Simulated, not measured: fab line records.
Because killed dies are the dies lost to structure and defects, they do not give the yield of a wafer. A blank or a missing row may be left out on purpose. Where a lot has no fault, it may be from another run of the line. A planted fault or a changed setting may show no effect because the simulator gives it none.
One fault seen from 2 desks ; flow sky130 ; what lay behind the numbers comes last; until then each desk has only its own

== THE TOOL OWNER'S DESK: pvd sputter-03 ==
The tool's own readings at SKY_VIA4_SPUTTER_17 (material TiN, target thk 20 nm, time 80 s): means of the sampled wafers that have a number, for each lot that ran on this tool. The brackets show how far a lot's mean lies from the usual mean; more than 4 standard deviations puts the lot out of limits, marked OUT.
Columns: A = throttle valve pct at SKY_VIA4_SPUTTER_17, usual 30.0 %
lot;first seen here;A
L618;day 45 16:05;29.6
L619;day 46 07:29;29.3
L623;day 47 09:03;29.6
This desk's finding: nothing out of limits on any of the 3 lots.

== THE METROLOGY DESK ==
What the gauges read, lot by lot, whatever tool the lot ran on: means of the sampled wafers that have a number. The brackets show how far a lot's mean lies from the usual mean; more than 4 standard deviations puts the lot out of limits, marked OUT.
Columns: A = VIA4_OVL at SKY_VIA4_OVL_MEAS_11, usual -0.2 nm
lot;first seen here;A
L612;day 44 03:35;2.1
L611;day 44 04:29;1.5
L618;day 45 15:23;-0.6
L619;day 46 06:44;-1.3
L621;day 46 10:29;-1.6
L623;day 47 08:21;-0.9
L624;day 47 10:14;-0.6
This desk's finding: nothing out of limits on any of the 7 lots.

== PUT TOGETHER ==
The tool owner's desk saw nothing out of limits.
Metrology desk: nothing out of limits seen.

== WHAT THE SIMULATOR PUT IN ==
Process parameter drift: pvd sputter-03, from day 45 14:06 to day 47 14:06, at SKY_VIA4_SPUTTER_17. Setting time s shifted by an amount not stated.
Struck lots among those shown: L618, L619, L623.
